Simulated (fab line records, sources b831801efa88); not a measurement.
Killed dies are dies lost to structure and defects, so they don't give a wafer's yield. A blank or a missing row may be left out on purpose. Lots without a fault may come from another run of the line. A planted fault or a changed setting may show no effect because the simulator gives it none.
Which tool did it? | flow sky130 | 24 lots, 72 wafers sampled, at 6 steps of a route of 708

WHAT THE GAUGES READ, wafer by wafer
SKY_LDD_HVN_OVL_MEAS_07. Usual: LDD_HVN_OVL -1.2 nm, standard deviation 1.6.
lot  | measured     | on         | LDD_HVN_OVL (nm) | flag
L074 | day 20 12:26 | overlay-01 | -0.9 -0.9 0.5    |
L075 | day 20 22:28 | overlay-02 | 2.2 2.1 2.0      |
L076 | day 21 05:46 | overlay-01 | -3.2 -2.5 -1.7   |
L077 | day 21 22:18 | overlay-01 | -2.9 -0.5 -3.0   |
L079 | day 22 19:11 | overlay-02 | -0.1 0.4 -0.6    |
L080 | day 22 19:29 | overlay-01 | -2.6 0.0 -1.1    |
L078 | day 22 19:54 | overlay-02 | 0.6 -0.1 2.0     |
L081 | day 23 01:51 | overlay-02 | -1.9 -1.8 -0.1   |
L082 | day 23 21:02 | overlay-01 | -1.5 -1.7 -2.1   |
L083 | day 23 22:09 | overlay-01 | -3.6 -1.2 -3.3   |
L085 | day 24 13:10 | overlay-01 | -1.4 -2.4 -1.2   |
L084 | day 24 13:27 | overlay-01 | -4.5 -4.7 -4.5   |
L086 | day 24 18:52 | overlay-01 | -1.2 -0.3 -1.7   |
L087 | day 25 04:55 | overlay-01 | -1.6 -0.8 -4.0   |
L088 | day 25 13:50 | overlay-02 | -1.4 -1.3 0.0    |
L089 | day 26 00:20 | overlay-02 | -0.8 -0.2 -0.9   |
L090 | day 26 09:40 | overlay-02 | 2.2 2.0 1.1      |
L092 | day 27 02:55 | overlay-02 | -2.8 -0.9 -1.9   |
L091 | day 27 05:18 | overlay-01 | -1.0 -0.5 -0.5   |
L093 | day 27 10:51 | overlay-01 | -1.3 -1.3 -2.1   |
L094 | day 27 18:20 | overlay-02 | -0.1 -4.1 -2.2   |
L096 | day 28 06:06 | overlay-01 | -2.4 -1.6 -2.0   |
L095 | day 28 11:21 | overlay-02 | 2.0 1.5 -1.1     |
L097 | day 29 02:20 | overlay-01 | -2.3 -0.5 -2.4   |

SKY_SD_N_RS_MEAS_18: measures by four-point-probe. Usual: RES_XHIGH_RS 333.5 ohm/sq, standard deviation 1.5.
lot  | measured     | on            | RES_XHIGH_RS (ohm/sq) | flag
L074 | day 28 04:08 | film_metro-03 | 333.7 334.2 335.0     |
L075 | day 28 16:31 | film_metro-01 | 332.5 332.0 331.5     |
L076 | day 28 20:30 | film_metro-04 | 332.2 333.2 333.5     |
L077 | day 29 12:23 | film_metro-03 | 333.6 333.4 333.4     |
L079 | day 30 08:53 | film_metro-03 | 333.6 334.5 333.5     |
L080 | day 30 09:29 | film_metro-01 | 336.8 335.5 335.2     |
L078 | day 30 09:44 | film_metro-03 | 333.8 336.6 334.1     |
L081 | day 30 12:14 | film_metro-01 | 333.1 335.1 333.9     |
L082 | day 31 08:47 | film_metro-03 | 333.2 333.5 335.4     |
L083 | day 31 11:56 | film_metro-01 | 334.2 333.3 332.9     |
L085 | day 31 20:28 | film_metro-03 | 333.9 332.6 333.4     |
L084 | day 32 00:41 | film_metro-01 | 334.6 334.2 332.7     |
L086 | day 32 04:06 | film_metro-01 | 331.8 332.1 331.2     |
L087 | day 32 15:18 | film_metro-01 | 332.5 331.7 331.6     |
L088 | day 32 21:17 | film_metro-03 | 332.0 333.4 332.5     |
L089 | day 33 07:14 | film_metro-04 | 332.1 331.9 333.0     |
L090 | day 33 15:45 | film_metro-03 | 335.5 334.9 335.1     |
L092 | day 34 07:22 | film_metro-04 | 331.7 330.1 330.6     |
L091 | day 34 11:26 | film_metro-04 | 331.4 332.8 333.3     |
L093 | day 34 12:29 | film_metro-04 | 334.6 334.0 334.0     |
L094 | day 34 23:14 | film_metro-04 | 333.0 331.9 332.6     |
L096 | day 35 06:33 | film_metro-04 | 334.9 334.1 332.4     |
L095 | day 35 13:32 | film_metro-03 | 336.4 335.1 335.9     |
L097 | day 36 03:35 | film_metro-01 | 332.2 330.9 331.8     |

SKY_CAP2M_OVL_MEAS_12. Usual: CAP2M_OVL 0.0 nm, standard deviation 1.4.
lot  | measured     | on         | CAP2M_OVL (nm) | flag
L074 | day 41 03:29 | overlay-02 | -0.2 -0.6 0.9  |
L075 | day 41 11:22 | overlay-02 | 1.1 2.4 2.6    |
L076 | day 41 15:30 | overlay-02 | -0.8 2.2 -1.2  |
L077 | day 42 04:58 | overlay-02 | 0.6 -2.2 -2.9  |
L079 | day 42 22:23 | overlay-01 | -1.1 -2.6 -1.7 |
L080 | day 42 22:34 | overlay-02 | -2.0 1.3 -1.0  |
L078 | day 42 23:02 | overlay-01 | 0.1 -1.4 -1.2  |
L081 | day 43 02:40 | overlay-01 | -1.8 -0.4 -0.9 |
L082 | day 43 20:40 | overlay-01 | 0.5 0.6 -0.4   |
L083 | day 43 22:25 | overlay-01 | -0.4 -1.3 1.0  |
L085 | day 44 03:40 | overlay-02 | 0.5 1.2 -0.6   |
L084 | day 44 09:34 | overlay-02 | 1.6 0.3 1.2    |
L086 | day 44 14:00 | overlay-02 | 0.5 0.6 -1.3   |
L087 | day 44 21:31 | overlay-01 | 0.3 0.7 0.8    |
L088 | day 45 01:08 | overlay-01 | -0.6 -3.3 -0.5 |
L089 | day 45 10:20 | overlay-02 | 1.4 1.0 1.0    |
L090 | day 45 15:13 | overlay-02 | 0.1 0.0 -0.1   |
L092 | day 46 03:13 | overlay-02 | 3.8 2.5 2.0    |
L091 | day 46 08:48 | overlay-01 | -1.4 0.0 3.0   |
L093 | day 46 09:06 | overlay-01 | -1.9 -1.2 0.5  |
L094 | day 46 16:30 | overlay-02 | 0.5 0.7 2.3    |
L096 | day 46 23:14 | overlay-01 | -0.5 0.6 1.0   |
L095 | day 47 03:45 | overlay-01 | -1.7 -2.0 -1.6 |
L097 | day 47 14:09 | overlay-02 | 1.1 0.7 0.5    |

SKY_VIA4_BOW_MEAS_03. Usual: VIA4_BOW 80 um, standard deviation 8.7.
lot  | measured     | on            | VIA4_BOW (um) | flag
L074 | day 42 04:58 | film_metro-04 | 69 71 75      |
L075 | day 42 13:25 | film_metro-04 | 82 83 66      |
L076 | day 42 17:43 | film_metro-01 | 91 88 102     |
L077 | day 43 06:11 | film_metro-02 | 77 89 74      |
L079 | day 43 23:46 | film_metro-02 | 83 81 87      |
L080 | day 44 00:23 | film_metro-01 | 74 84 93      |
L078 | day 44 01:38 | film_metro-01 | 92 82 87      |
L081 | day 44 04:10 | film_metro-02 | 71 80 74      |
L082 | day 44 21:56 | film_metro-02 | 75 92 84      |
L083 | day 44 22:56 | film_metro-04 | 61 71 86      |
L085 | day 45 05:12 | film_metro-01 | 79 82 89      |
L084 | day 45 10:17 | film_metro-01 | 83 82 85      |
L086 | day 45 14:34 | film_metro-02 | 72 80 77      |
L087 | day 45 21:20 | film_metro-02 | 84 84 76      |
L088 | day 46 00:51 | film_metro-02 | 68 67 78      |
L089 | day 46 10:05 | film_metro-02 | 85 76 70      |
L090 | day 46 14:29 | film_metro-01 | 62 76 76      |
L092 | day 47 02:25 | film_metro-02 | 75 74 59      |
L091 | day 47 07:23 | film_metro-02 | 84 80 83      |
L093 | day 47 09:32 | film_metro-01 | 67 97 79      |
L094 | day 47 15:11 | film_metro-04 | 80 88 68      |
L096 | day 47 21:46 | film_metro-04 | 80 88 81      |
L095 | day 48 02:31 | film_metro-02 | 84 83 77      |
L097 | day 48 12:26 | film_metro-01 | 87 92 96      |

SKY_METAL5_RS_MEAS_05: measures by four-point-probe. Usual: METAL5_ALCU_RS 0.0271 ohm/sq, standard deviation 0.00031.
lot  | measured     | on            | METAL5_ALCU_RS (ohm/sq) | flag
L074 | day 43 05:22 | film_metro-03 | 0.0270 0.0271 0.0270    |
L075 | day 43 14:37 | film_metro-03 | 0.0269 0.0267 0.0267    |
L076 | day 43 17:49 | film_metro-01 | 0.0270 0.0268 0.0271    |
L077 | day 44 06:44 | film_metro-02 | 0.0274 0.0269 0.0274    |
L079 | day 44 23:32 | film_metro-02 | 0.0272 0.0268 0.0268    |
L080 | day 45 00:41 | film_metro-03 | 0.0277 0.0275 0.0274    |
L078 | day 45 02:44 | film_metro-02 | 0.0263 0.0269 0.0268    |
L081 | day 45 04:10 | film_metro-02 | 0.0276 0.0280 0.0274    |
L082 | day 45 20:26 | film_metro-01 | 0.0273 0.0271 0.0274    |
L083 | day 45 21:32 | film_metro-03 | 0.0264 0.0267 0.0269    |
L085 | day 46 03:10 | film_metro-02 | 0.0265 0.0266 0.0268    |
L084 | day 46 09:40 | film_metro-03 | 0.0272 0.0270 0.0273    |
L086 | day 46 13:31 | film_metro-03 | 0.0267 0.0268 0.0269    |
L087 | day 46 20:11 | film_metro-03 | 0.0273 0.0269 0.0276    |
L088 | day 46 22:51 | film_metro-01 | 0.0273 0.0273 0.0273    |
L089 | day 47 08:31 | film_metro-02 | 0.0271 0.0271 0.0268    |
L090 | day 47 12:02 | film_metro-02 | 0.0266 0.0266 0.0268    |
L092 | day 48 00:15 | film_metro-03 | 0.0270 0.0270 0.0272    |
L091 | day 48 05:22 | film_metro-02 | 0.0273 0.0269 0.0272    |
L093 | day 48 07:04 | film_metro-03 | 0.0274 0.0269 0.0272    |
L094 | day 48 12:59 | film_metro-03 | 0.0273 0.0272 0.0271    |
L096 | day 48 18:28 | film_metro-03 | 0.0273 0.0277 0.0273    |
L095 | day 48 22:31 | film_metro-03 | 0.0268 0.0273 0.0269    |
L097 | day 49 07:58 | film_metro-03 | 0.0268 0.0270 0.0273    |

WHICH TOOL RAN EACH LOT (tool, then ch and the chambers of the sampled wafers, then the start)
lot  | SKY_METAL5_SPUTTER_03
L074 | pvd_sputter-02, day 43 05:18
L075 | pvd_sputter-02, day 43 14:31
L076 | pvd_sputter-02, day 43 17:43
L077 | pvd_sputter-04, day 44 06:40
L079 | pvd_sputter-03, day 44 23:28
L080 | pvd_sputter-04, day 45 00:37
L078 | pvd_sputter-02, day 45 02:40
L081 | pvd_sputter-04, day 45 04:07
L082 | pvd_sputter-04, day 45 20:22
L083 | pvd_sputter-02, day 45 21:28
L085 | pvd_sputter-03, day 46 03:04
L084 | pvd_sputter-04, day 46 09:36
L086 | pvd_sputter-03, day 46 13:25
L087 | pvd_sputter-02, day 46 20:04
L088 | pvd_sputter-04, day 46 22:47
L089 | pvd_sputter-03, day 47 08:27
L090 | pvd_sputter-02, day 47 11:57
L092 | pvd_sputter-04, day 48 00:09
L091 | pvd_sputter-02, day 48 05:18
L093 | pvd_sputter-02, day 48 07:00
L094 | pvd_sputter-03, day 48 12:55
L096 | pvd_sputter-02, day 48 18:23
L095 | pvd_sputter-03, day 48 22:27
L097 | pvd_sputter-04, day 49 07:55
- SKY_METAL5_SPUTTER_03: material Ti, target thk 5 nm, time 3.3 s.

WHAT THE TOOLS THEMSELVES READ (means of the sampled wafers that have a number; where no wafer has one, the mark that the record gives instead)
SKY_METAL5_SPUTTER_03. Usual: throttle_valve_pct 29.9 %, standard deviation 1.2.
lot  | tool           | throttle_valve_pct (%) | flag
L074 | pvd_sputter-02 | 30.2                   |
L075 | pvd_sputter-02 | 28.2                   |
L076 | pvd_sputter-02 | 29.7                   |
L077 | pvd_sputter-04 | 29.8                   |
L079 | pvd_sputter-03 | 30.0                   |
L080 | pvd_sputter-04 | 29.5                   |
L078 | pvd_sputter-02 | 30.9                   |
L081 | pvd_sputter-04 | 30.1                   |
L082 | pvd_sputter-04 | 29.7                   |
L083 | pvd_sputter-02 | 29.7                   |
L085 | pvd_sputter-03 | 29.0                   |
L084 | pvd_sputter-04 | 29.8                   |
L086 | pvd_sputter-03 | 29.9                   |
L087 | pvd_sputter-02 | 31.0                   |
L088 | pvd_sputter-04 | 30.3                   |
L089 | pvd_sputter-03 | 30.9                   |
L090 | pvd_sputter-02 | 28.9                   |
L092 | pvd_sputter-04 | 30.0                   |
L091 | pvd_sputter-02 | 29.6                   |
L093 | pvd_sputter-02 | 29.5                   |
L094 | pvd_sputter-03 | 30.9                   |
L096 | pvd_sputter-02 | 28.1                   |
L095 | pvd_sputter-03 | 30.0                   |
L097 | pvd_sputter-04 | 29.6                   |

THE ANSWER, worked out from the rows above alone
Rule: a lot is off if the mean of its wafers that have a number lies more than 3 standard deviations from the usual mean. A lot without any number at a reading at which 4 lots or more have one is off too. The other lots that the step has rows for count as sound. The gauges are gone through in route order, then the tools' own readings, and for those a lot's mean is taken as printed above. The first step at which some lot is off is used, and at that step the reading that is off furthest; a lot without a number counts as furthest.
No lot is off at any reading shown: from this, nothing can be told.

WHAT THE SIMULATOR HAD PUT IN
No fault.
